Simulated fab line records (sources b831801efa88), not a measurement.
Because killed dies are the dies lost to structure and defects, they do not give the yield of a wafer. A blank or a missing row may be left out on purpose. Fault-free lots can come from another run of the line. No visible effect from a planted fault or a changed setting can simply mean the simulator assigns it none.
fab line records	flow sky130
[record] lots = 10	wafers = 30	last-day = 50
route steps=708 shown VIA4@641 METAL5@663 PAD_OPEN@708
lots that met no fault: taken from a fault-free run of the same line
start-h: hours from the record's opening day to when the first of the lot's shown wafers began	wait-h: hours elapsed since this lot's preceding step	" the same as in the row above	L1.1+2: several wafers, shown together as one row	- no value, or no start was given	* or withheld: withheld	< > ~ a bound
route shown NAME@n: NAME is a module with steps in the file, n the number in the route of the first one	usual: the fault-free wafers' mean and standard deviation	same: alike in all rows	chamber/n: place in a boat	sites: each site's reading	_std_site: their standard deviation	_edge_site: outer sites' mean less inner sites'	radius-mm: for every site, how far away it sits from the centre of the wafer	mask NAME#n: copy n	behind: the most recent tool/chamber to have shaped the wafer	hold: cause of the lot's hold/its duration in hours/its outcome	device: the transistor (n, p or np) that didn't switch	end of line: tests of these same wafers at the route's end	a step without rows: its recipe alone	killed: at the first sort, the dies lost to defects and structure; wafer yield is something else	map: per-die view of a wafer (x killed, . not killed, _ where there is no die)
set.NAME: the setting as run; set.NAME@STEP: as run at that earlier step	model.NAME: the simulator's own value behind a step, which no gauge read
a sample of lots followed through the steps of the route, with each step as a table and each wafer as a row
services: when a tool's chamber went out of use (start-h, in hours from the record's first day, below 0 if earlier), for how many hours, and the reason
[[steps]]
[step SKY_VIA4_CMP_02]
[recipe] material = SiO2	down-force-psi = 4	platen-rpm = 60	pad-velocity-m-s = 0.94248
[usual] edge-zone-pressure-frac = 1.000/0.0049	motor-current-A = 12.0/1
lot.wafer	tool	chamber	start-h	wait-h	edge-zone-pressure-frac	motor-current-A
L527.4	cmp-02	3	987.37	0.1	0.998	12.6
L527.5	"	1	"	"	1.005	12.2
L527.6	"	2	"	"	1.000	12.3
L531.2	cmp-01	1	1014.69	0.2	0.995	13.4
L531.5	"	2	"	"	1.001	10.3
L531.6	"	3	"	"	0.998	13.0
L532.2	cmp-02	2	1027.47	0.0	1.003	12.0
L532.4	"	1	"	"	1.002	11.7
L532.6	"	2	"	"	0.999	12.9
L533.4	cmp-02	1	1042.53	0.0	0.992	11.4
L533.2	"	2	"	"	1.002	11.7
L533.5	"	2	"	"	1.007	11.8
L534.3	cmp-01	1	1047.84	0.1	0.997	13.9
L534.5	"	0	"	"	0.998	11.2
L534.6	"	1	"	"	1.001	13.2
L539.2	cmp-02	1	1064.79	0.0	1.002	12.0
L539.4	"	0	"	"	0.994	10.3
L539.5	"	2	"	"	1.000	12.9
L545.3	cmp-01	0	1103.61	0.2	1.006	11.8
L545.6	"	1	"	"	1.002	12.4
L545.5	"	2	"	"	1.005	11.0
L547.1	cmp-01	0	1105.75	0.2	1.002	11.8
L547.3	"	2	"	"	0.994	10.6
L547.5	"	3	"	"	1.003	13.0
L546.2	cmp-01	1	1106.60	0.5	1.008	12.8
L546.4	"	2	"	"	0.999	10.7
L546.1	"	3	"	"	0.994	13.7
L550.4	cmp-01	2	1122.85	0.0	1.005	10.3
L550.1	"	0	"	"	0.998	11.4
L550.5	"	2	"	"	0.996	10.8
[step SKY_METAL5_SPUTTER_02]
[recipe] material = AlCu	target-thk-nm = 1150	power-w = 10600	time-s = 61.2	chamber-pressure-pa = 0.4
[usual] cathode-dc-power-W = 10600/1.8	throttle-valve-pct = 29.8/1
lot.wafer	tool	chamber	start-h	wait-h	cathode-dc-power-W	throttle-valve-pct
L527.4	pvd-sputter-03	-	1012.07	0.0	10602	28.2
L527.5	"	-	"	"	10600	28.2
L527.6	"	-	"	"	10598	28.4
L531.2	pvd-sputter-02	-	1038.01	0.0	10599	30.0
L531.5	"	-	"	"	10599	30.8
L531.6	"	-	"	"	10604	30.1
L532.2	pvd-sputter-03	-	1050.92	0.0	10603	28.5
L532.4	"	-	"	"	10598	31.0
L532.6	"	-	"	"	10598	30.0
L533.2	pvd-sputter-03	-	1066.17	0.0	10602	30.8
L533.4	"	-	"	"	10602	30.1
L533.5	"	-	"	"	10602	30.9
L534.3	pvd-sputter-04	-	1070.60	0.0	10597	31.0
L534.5	"	-	"	"	10598	30.8
L534.6	"	-	"	"	10602	29.8
L539.2	pvd-sputter-03	-	1088.17	0.0	10598	28.4
L539.4	"	-	"	"	10601	28.6
L539.5	"	-	"	"	10602	30.1
L545.3	pvd-sputter-02	-	1125.22	0.0	10599	30.5
L545.5	"	-	"	"	10600	30.2
L545.6	"	-	"	"	10598	27.9
L547.1	pvd-sputter-02	-	1127.71	0.0	10598	30.5
L547.3	"	-	"	"	10600	28.0
L547.5	"	-	"	"	10601	30.4
L546.1	pvd-sputter-03	-	1128.37	0.0	10604	30.7
L546.2	"	-	"	"	10603	28.6
L546.4	"	-	"	"	10600	30.2
L550.1	pvd-sputter-04	-	1143.71	0.0	10600	31.4
L550.4	"	-	"	"	10602	30.2
L550.5	"	-	"	"	10599	31.1
[step SKY_METAL5_RS_MEAS_05]
[recipe] thk-meas-gauge = four-point-probe	reads = TiN_of_METAL5_SPUTTER_04+Ti_of_METAL5_SPUTTER_03+AlCu_of_METAL5_SPUTTER_02+TiN_of_METAL5_SPUTTER_01+Ti_of_METAL5_SPUTTER_00
[usual] METAL5_ALCU_RS = 0.0272/0.00031
lot.wafer	tool	chamber	start-h	wait-h	METAL5_ALCU_RS[ohm/sq]
L527.4	film-metro-01	-	1012.25	0.1	0.0277
L527.5	"	-	"	"	0.0278
L527.6	"	-	"	"	0.0273
L531.2	film-metro-02	-	1038.15	0.0	0.0265
L531.5	"	-	"	"	0.0269
L531.6	"	-	"	"	0.0266
L532.2	film-metro-02	-	1051.06	0.0	0.0274
L532.4	"	-	"	"	0.0277
L532.6	"	-	"	"	0.0276
L533.2	film-metro-04	-	1066.31	0.0	0.0271
L533.4	"	-	"	"	0.0271
L533.5	"	-	"	"	0.0271
L534.3	film-metro-01	-	1070.76	0.1	0.0272
L534.5	"	-	"	"	0.0273
L534.6	"	-	"	"	0.0273
L539.2	film-metro-02	-	1088.31	0.0	0.0273
L539.4	"	-	"	"	0.0270
L539.5	"	-	"	"	0.0267
L545.3	film-metro-01	-	1125.37	0.1	0.0272
L545.5	"	-	"	"	0.0272
L545.6	"	-	"	"	0.0275
L547.1	film-metro-02	-	1127.83	0.0	0.0269
L547.3	"	-	"	"	0.0277
L547.5	"	-	"	"	0.0273
L546.1	film-metro-04	-	1128.49	0.0	0.0276
L546.2	"	-	"	"	0.0275
L546.4	"	-	"	"	0.0267
L550.1	film-metro-04	-	1143.84	0.0	0.0275
L550.4	"	-	"	"	0.0270
L550.5	"	-	"	"	0.0274
[step SKY_METAL5_METAL_ETCH_15]
[recipe] target-depth-a = 12600	stop-on = SiO2	over-etch-frac = 0.2	time-s = 252	chemistry = Cl2/BCl3	resist-sidewall-deg = 86	pressure-mtorr = 10	icp-w = 900	bias-w = 48.5	Cl2_flow_sccm = 60	bcl3-flow-sccm = 30
[usual] bias-w = 48.49/0.14	drypump-motor-current-A = 5.51/0.26	oes-product-au = 0.894/0.0053	over-etch-frac = 0.2/0	throttle-valve-pct = 22.265/0.0082
lot.wafer	tool	chamber	start-h	wait-h	bias-w	drypump-motor-current-A	oes-product-au	over-etch-frac	rf-hours-counter-h	throttle-valve-pct
L527.4	rie-metal-02	0	1034.57	0.1	48.51	5.70	0.889	0.2	-	22.264
L527.5	"	1	"	"	48.27	4.97	0.903	0.2	-	22.268
L527.6	"	0	"	"	48.54	5.70	0.887	0.2	-	22.267
L531.2	rie-metal-03	1	1060.04	0.0	48.46	5.65	0.903	0.2	15	22.272
L531.5	"	1	"	"	48.53	5.63	0.889	0.2	-	22.268
L531.6	"	0	"	"	48.48	5.64	0.905	0.2	-	22.233
L532.2	rie-metal-01	1	1072.44	0.0	48.55	5.48	0.889	0.2	14	22.262
L532.4	"	1	"	"	48.56	5.46	0.890	0.2	-	22.251
L532.6	"	0	"	"	48.39	5.78	0.894	0.2	-	22.263
L533.2	rie-metal-03	0	1087.34	0.0	48.58	5.62	0.897	0.2	1	22.258
L533.4	"	1	"	"	48.59	5.60	0.900	0.2	-	22.267
L533.5	"	1	"	"	48.60	5.62	0.896	0.2	-	22.251
L534.3	rie-metal-03	0	1090.77	0.1	48.41	5.63	0.897	0.2	-	22.248
L534.5	"	1	"	"	48.67	5.64	0.819	0.4192	-	22.269
L534.6	"	0	"	"	48.51	5.63	0.890	0.2	-	22.269
L539.2	rie-metal-03	0	1108.94	0.0	48.50	5.63	0.888	0.2	3	22.258
L539.4	"	1	"	"	48.54	5.64	0.816	0.4192	-	22.280
L539.5	"	0	"	"	48.26	5.61	0.898	0.2	-	22.275
L545.3	rie-metal-01	1	1144.70	0.2	48.46	5.48	0.895	0.2	-	22.263
L545.5	"	1	"	"	48.62	5.48	0.886	0.2	-	22.254
L545.6	"	1	"	"	48.36	5.47	0.893	0.2	-	22.261
L547.1	rie-metal-01	1	1146.78	0.1	48.22	5.46	0.900	0.2	21	22.255
L547.3	"	1	"	"	48.69	5.48	0.894	0.2	-	22.258
L547.5	"	1	"	"	48.44	5.47	0.885	0.2	-	22.275
L546.1	rie-metal-02	0	1147.40	0.0	48.25	5.70	0.891	0.2	12	22.267
L546.2	"	1	"	"	48.69	4.97	0.893	0.2	17	22.275
L546.4	"	1	"	"	48.59	4.95	0.893	0.2	-	22.271
L550.1	rie-metal-01	1	1162.05	0.0	48.66	5.48	0.900	0.2	23	22.266
L550.4	"	1	"	"	48.24	5.48	0.887	0.2	-	22.270
L550.5	"	1	"	"	48.45	5.47	0.902	0.2	-	22.264
[step SKY_METAL5_STRIP_16]
[recipe] chemistry = O2/N2	power-w = 1400	pressure-mtorr = 1500	platen-temp-c = withheld	o2-flow-sccm = 3000	n2-flow-sccm = 300	overash-fraction = 0.5
[usual] drypump-motor-current-A = 5.7/0.3	oes-product-au = 0.710/0.0043	strip-time-to-endpoint-s = 13.05/0.14
lot.wafer	tool	chamber	start-h	wait-h	drypump-motor-current-A	oes-product-au	rf-hours-counter-h	strip-time-to-endpoint-s
L527.4	plasma-asher-04	1	1034.76	0.1	5.3	0.708	-	13.18
L527.5	"	1	"	"	5.3	0.711	-	13.08
L527.6	"	0	"	"	6.0	0.710	-	13.26
L531.2	plasma-asher-02	0	1060.28	0.2	5.6	0.705	63	13.15
L531.5	"	0	"	"	5.6	0.712	-	13.06
L531.6	"	1	"	"	5.6	0.715	-	12.87
L532.2	plasma-asher-01	0	1072.68	0.2	5.5	0.707	92	12.86
L532.4	"	0	"	"	5.5	0.711	-	12.91
L532.6	"	1	"	"	6.2	0.709	-	13.04
L533.2	plasma-asher-04	1	1087.58	0.2	5.4	0.714	35	12.97
L533.4	"	0	"	"	6.1	0.705	-	13.25
L533.5	"	0	"	"	6.1	0.710	-	13.15
L534.3	plasma-asher-01	0	1090.96	0.1	5.5	0.709	-	12.95
L534.5	"	0	"	"	5.5	0.715	-	11.66
L534.6	"	1	"	"	6.2	0.701	-	12.89
L539.2	plasma-asher-04	0	1109.18	0.2	6.0	0.707	38	13.01
L539.4	"	1	"	"	5.3	0.711	-	11.73
L539.5	"	0	"	"	6.0	0.715	-	13.02
L545.3	plasma-asher-04	1	1145.05	0.3	5.4	0.711	-	12.99
L545.5	"	0	"	"	6.1	0.708	-	13.12
L545.6	"	1	"	"	5.4	0.704	-	13.08
L547.1	plasma-asher-04	1	1147.25	0.4	5.3	0.715	42	12.96
L547.3	"	1	"	"	5.4	0.711	-	13.01
L547.5	"	1	"	"	5.3	0.706	-	12.94
L546.1	plasma-asher-01	0	1147.63	0.2	5.5	0.709	100	13.16
L546.2	"	1	"	"	6.2	0.704	100	12.96
L546.4	"	0	"	"	5.5	0.707	-	12.91
L550.1	plasma-asher-02	1	1162.28	0.2	5.6	0.717	73	13.14
L550.4	"	0	"	"	5.6	0.715	-	13.05
L550.5	"	0	"	"	5.6	0.721	-	13.13
[step SKY_PAD_OPEN_PROBE_99]
[usual] defect-limited-yield = 82.2/1.9	killed_at_M0_to_M3 = 44/6.8	killed_at_M4_up = 3.1/1.8	killed-at-contacts = 25/5.2	killed-at-front-end = 15/4.1	killed-at-other = 0.3/0.62	killed-dies = 88/9.4	killed-on-rim = 17/3.7	killed-open = 48/7.1	killed-short = 40/6.1	sort_bin_3_pad_short = 0.9/0.38	sort_bin_5_function = 10.5/1.5	sort_bin_6_memory = 6.5/1.2	sort_bin_8_speed = 0.5/0.95	sort-n-pass = 402/10	sort-yield-pct = 81.6/2
[same] gross-dies = 492	killed-at-back-side = 0	sort_bin_4_leakage[%] = 0
lot.wafer	tool	chamber	start-h	wait-h	defect-limited-yield[%]	killed_at_M0_to_M3	killed_at_M4_up	killed-at-contacts	killed-at-front-end	killed-at-other	killed-dies	killed-on-rim	killed-open	killed-short	sort_bin_3_pad_short[%]	sort_bin_5_function[%]	sort_bin_6_memory[%]	sort_bin_8_speed[%]	sort-n-pass	sort-yield-pct[%]
L527.4	prober-02	-	1082.08	0.2	82.5	34	1	25	26	0	86	15	40	46	0.6	11.2	5.7	0.2	405	82.3
L527.5	prober-02	-	1082.13	0.2	84.3	27	1	30	19	0	77	19	42	35	0.8	9.1	5.7	0	415	84.3
L527.6	prober-02	-	1082.18	0.2	84.6	38	3	15	20	0	76	15	33	43	1.2	10.0	4.3	0	416	84.6
L533.2	prober-02	-	1130.88	0.1	80.5	46	4	29	17	0	96	14	51	45	0.8	12.8	5.9	0.6	393	79.9
L533.4	prober-02	-	1130.98	0.2	81.1	53	3	25	11	1	93	17	57	36	0.4	11.8	6.7	0.4	397	80.7
L533.5	prober-02	-	1131.03	0.2	80.9	45	3	33	13	0	94	21	57	37	1.6	10.4	7.1	0.8	394	80.1
L534.3	prober-02	-	1134.34	0.2	83.3	39	1	30	12	0	82	15	46	36	0.8	10.6	5.3	0	410	83.3
L534.5	prober-02	-	1134.44	0.2	82.5	44	2	27	13	0	86	21	50	36	1.0	9.3	7.1	0.2	405	82.3
L534.6	prober-02	-	1134.49	0.2	77.6	58	4	32	16	0	110	24	72	38	0.4	13.2	8.7	0.4	380	77.2
L545.3	prober-02	-	1183.43	0.2	80.5	47	2	29	18	0	96	12	50	46	1.4	11.4	6.7	0	396	80.5
L545.5	prober-02	-	1183.53	0.2	83.5	43	2	29	7	0	81	17	47	34	1.0	9.1	6.3	0.4	409	83.1
L545.6	prober-02	-	1183.58	0.2	81.1	53	3	24	13	0	93	19	48	45	0.2	12.0	6.7	0.2	398	80.9
L547.1	prober-01	-	1185.38	0.1	83.1	44	4	21	14	0	83	16	50	32	0.4	9.6	6.9	0.6	406	82.5
L547.3	prober-01	-	1185.48	0.2	83.3	41	1	17	23	0	82	13	47	35	0.8	9.8	6.1	0.6	407	82.7
L547.5	prober-01	-	1185.58	0.2	81.1	47	7	23	16	0	93	19	59	34	0.8	12.8	5.3	1.0	394	80.1
L546.1	prober-02	-	1185.98	0.1	83.3	35	3	30	14	0	82	10	39	43	1.4	8.1	7.1	0.2	409	83.1
L546.2	prober-02	-	1186.03	0.1	85.0	38	1	22	13	0	74	17	40	33	1.8	7.1	6.1	0.4	416	84.6
L546.4	prober-02	-	1186.13	0.2	80.5	47	6	22	21	0	96	18	52	43	0.8	11.0	7.7	0.4	394	80.1
L550.1	prober-02	-	1197.90	0.1	82.9	31	2	35	16	0	84	18	54	30	0.4	10.4	6.3	0.2	407	82.7
L550.4	prober-02	-	1198.05	0.2	80.1	47	4	32	15	0	98	23	53	45	1.4	8.9	9.6	0	394	80.1
L550.5	prober-02	-	1198.10	0.2	81.1	46	6	21	20	0	93	13	53	39	0.8	10.2	7.9	0.2	398	80.9
// killed by level:class
L527.4 VIA1:geometric-particle:open=8 POLY_GATE:geometric-particle:short=7 FIELD_ISO:geometric-particle:short=6 FIELD_ISO:geometric-particle:open=6 CONTACT:geometric-particle:open=6 METAL1:geometric-particle:short=6 CONTACT:geometric-particle:short=5 LOCAL_INTERCONNECT:geometric-particle:short=5
L527.5 LI_CONTACT:geometric-particle:open=10 CONTACT:geometric-particle:short=9 VIA1:geometric-particle:open=8 FIELD_ISO:geometric-particle:short=5 LI_CONTACT:geometric-particle:short=5 CONTACT:geometric-particle:open=5 METAL3:geometric-particle:short=5 FIELD_ISO:geometric-particle:open=4
L527.6 VIA1:geometric-particle:open=8 FIELD_ISO:geometric-particle:short=6 POLY_GATE:geometric-particle:short=6 METAL1:geometric-particle:short=6 CONTACT:geometric-particle:open=5 METAL2:geometric-particle:short=5 VIA2:geometric-particle:open=5 LI_CONTACT:geometric-particle:open=4
L533.2 VIA1:geometric-particle:open=10 CONTACT:geometric-particle:short=9 CONTACT:geometric-particle:open=7 FIELD_ISO:geometric-particle:open=6 LI_CONTACT:geometric-particle:short=6 METAL1:geometric-particle:short=6 METAL2:geometric-particle:short=6 VIA2:geometric-particle:open=5
L533.4 VIA1:geometric-particle:open=15 CONTACT:geometric-particle:open=12 LI_CONTACT:geometric-particle:open=8 VIA2:geometric-particle:open=8 VIA1:geometric-particle:short=6 METAL2:geometric-particle:short=6 VIA3:geometric-particle:open=5 FIELD_ISO:geometric-particle:short=4
L533.5 VIA1:geometric-particle:open=17 CONTACT:geometric-particle:open=12 LI_CONTACT:geometric-particle:open=9 LOCAL_INTERCONNECT:geometric-particle:short=6 VIA1:geometric-particle:short=6 POLY_GATE:geometric-particle:open=5 VIA2:geometric-particle:open=5 METAL2:geometric-particle:short=3
L534.3 VIA1:geometric-particle:open=10 CONTACT:geometric-particle:short=9 VIA2:geometric-particle:open=8 LOCAL_INTERCONNECT:geometric-particle:short=6 VIA3:geometric-particle:open=6 CONTACT:geometric-particle:open=5 LI_CONTACT:geometric-particle:open=4 METAL2:geometric-particle:short=4
L534.5 CONTACT:geometric-particle:open=9 LI_CONTACT:geometric-particle:open=8 VIA2:geometric-particle:open=8 VIA1:geometric-particle:open=7 VIA3:geometric-particle:short=6 VIA3:geometric-particle:open=6 METAL3:geometric-particle:short=4 CONTACT:geometric-particle:short=4
L534.6 VIA1:geometric-particle:open=19 VIA3:geometric-particle:open=14 LI_CONTACT:geometric-particle:open=9 CONTACT:geometric-particle:open=9 VIA2:geometric-particle:open=7 POLY_GATE:geometric-particle:open=6 LI_CONTACT:geometric-particle:short=5 CONTACT:geometric-particle:short=5
L545.3 LI_CONTACT:geometric-particle:open=10 VIA1:geometric-particle:open=10 VIA2:geometric-particle:open=10 CONTACT:geometric-particle:open=5 FIELD_ISO:geometric-particle:open=5 POLY_GATE:geometric-particle:short=5 LI_CONTACT:geometric-particle:short=5 LOCAL_INTERCONNECT:geometric-particle:short=5
L545.5 VIA1:geometric-particle:open=14 LI_CONTACT:geometric-particle:open=9 CONTACT:geometric-particle:open=8 LOCAL_INTERCONNECT:geometric-particle:short=5 METAL3:geometric-particle:short=5 METAL1:geometric-particle:short=4 VIA3:geometric-particle:open=4 LI_CONTACT:geometric-particle:short=3
L545.6 VIA1:geometric-particle:open=14 VIA1:geometric-particle:short=11 CONTACT:geometric-particle:open=8 LI_CONTACT:geometric-particle:open=7 VIA2:geometric-particle:short=7 FIELD_ISO:geometric-particle:short=5 VIA3:geometric-particle:open=5 POLY_GATE:geometric-particle:open=4
L547.1 VIA1:geometric-particle:open=12 VIA2:geometric-particle:open=8 CONTACT:geometric-particle:open=7 FIELD_ISO:geometric-particle:short=5 LI_CONTACT:geometric-particle:open=5 LOCAL_INTERCONNECT:geometric-particle:short=5 VIA3:geometric-particle:open=5 METAL1:geometric-particle:short=4
L547.3 VIA1:geometric-particle:open=8 FIELD_ISO:geometric-particle:short=7 POLY_GATE:geometric-particle:open=7 METAL2:geometric-particle:short=7 VIA3:geometric-particle:open=7 LI_CONTACT:geometric-particle:open=6 VIA2:geometric-particle:open=6 CONTACT:geometric-particle:open=5
L547.5 VIA1:geometric-particle:open=13 VIA2:geometric-particle:open=11 LI_CONTACT:geometric-particle:open=7 CONTACT:geometric-particle:short=6 VIA3:geometric-particle:open=6 FIELD_ISO:geometric-particle:short=5 CONTACT:geometric-particle:open=5 METAL2:geometric-particle:short=5
L546.1 CONTACT:geometric-particle:open=13 VIA3:geometric-particle:open=11 LOCAL_INTERCONNECT:geometric-particle:short=7 POLY_GATE:geometric-particle:short=6 METAL1:geometric-particle:short=5 FIELD_ISO:geometric-particle:open=4 LI_CONTACT:geometric-particle:short=4 METAL2:geometric-particle:short=4
L546.2 LI_CONTACT:geometric-particle:open=9 VIA2:geometric-particle:open=7 VIA1:geometric-particle:open=6 CONTACT:geometric-particle:short=5 CONTACT:geometric-particle:open=5 METAL1:geometric-particle:short=5 VIA3:geometric-particle:open=4 FIELD_ISO:geometric-particle:short=3
L546.4 VIA3:geometric-particle:open=13 VIA1:geometric-particle:open=8 FIELD_ISO:geometric-particle:open=7 VIA1:geometric-particle:short=7 POLY_GATE:geometric-particle:open=6 CONTACT:geometric-particle:short=5 CONTACT:geometric-particle:open=5 METAL2:geometric-particle:short=5
L550.1 CONTACT:geometric-particle:open=13 LI_CONTACT:geometric-particle:open=12 VIA1:geometric-particle:open=11 POLY_GATE:geometric-particle:short=5 CONTACT:geometric-particle:short=5 VIA2:geometric-particle:open=5 LOCAL_INTERCONNECT:geometric-particle:short=3 POLY_GATE:geometric-particle:open=3
L550.4 CONTACT:geometric-particle:open=16 VIA1:geometric-particle:open=15 CONTACT:geometric-particle:short=8 METAL1:geometric-particle:short=7 POLY_GATE:geometric-particle:short=5 VIA2:geometric-particle:open=5 VIA1:geometric-particle:short=5 VIA2:geometric-particle:short=5
L550.5 CONTACT:geometric-particle:open=10 VIA1:geometric-particle:open=10 VIA3:geometric-particle:open=9 POLY_GATE:geometric-particle:short=7 LI_CONTACT:geometric-particle:open=7 METAL1:geometric-particle:short=7 FIELD_ISO:geometric-particle:short=5 METAL3:geometric-particle:short=4
[[services]]
tool	chamber	start-h	hours	kind
pvd-sputter-04	-	982.74	9.6	repair
plasma-asher-02	-	986.55	1.3	repair
cmp-02	-	988.56	3.0	repair
plasma-asher-02	-	994.49	3.7	repair
cmp-02	-	994.70	4.9	pm
plasma-asher-02	-	994.86	1.7	repair
pvd-sputter-02	-	1011.14	1.2	repair
plasma-asher-01	-	1014.15	10.4	repair
pvd-sputter-03	3	1019.92	-	consumable-replace:kit
pvd-sputter-03	3	1019.92	18.0	scheduled-down
pvd-sputter-03	3	1019.92	18.0	vent-cycle
cmp-02	-	1033.71	0.7	repair
rie-metal-03	0	1039.34	3.6	repair
plasma-asher-02	-	1080.58	0.4	repair
cmp-01	-	1084.99	4.0	pm
cmp-01	-	1088.99	-	consumable-replace:conditioner
cmp-01	-	1088.99	-	consumable-replace:pad
plasma-asher-01	-	1094.15	0.7	repair
pvd-sputter-03	2	1095.20	-	consumable-replace:kit
cmp-02	-	1101.80	5.7	pm
plasma-asher-02	-	1104.64	0.4	repair
cmp-01	-	1136.04	0.9	repair
cmp-01	-	1147.71	0.6	repair
plasma-asher-04	-	1159.15	2.8	pm
[[key]]
[first-sign] step = SKY_METAL5_METAL_ETCH_15	reading = over-etch-frac	direction = up	sigmas = 99+	usual = 0.2	struck = 0.4192
[effect] step = SKY_METAL5_METAL_ETCH_15	reading = oes-product-au	direction = down	sigmas = 14	usual = 0.894	struck = 0.818
[effect] step = SKY_METAL5_STRIP_16	reading = strip-time-to-endpoint-s	direction = down	sigmas = 9.6	usual = *	struck = *
met-at SKY_METAL5_METAL_ETCH_15
struck-lots L534,L539
struck-wafers L534.5,L539.4
not-acting-at SKY_VIA4_CMP_02,SKY_METAL5_SPUTTER_02,SKY_METAL5_RS_MEAS_05
onset-between 1087.34 1090.77
[fault] kind = process-parameter-drift	tool = rie-metal-03	chamber = 1	onset-h = 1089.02	steps = SKY_METAL5_METAL_ETCH_15	channel = over-etch-frac	offset = 0.2192	shape = step	end-h = 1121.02	acts-in = these-recipes-only	stated = 0.2
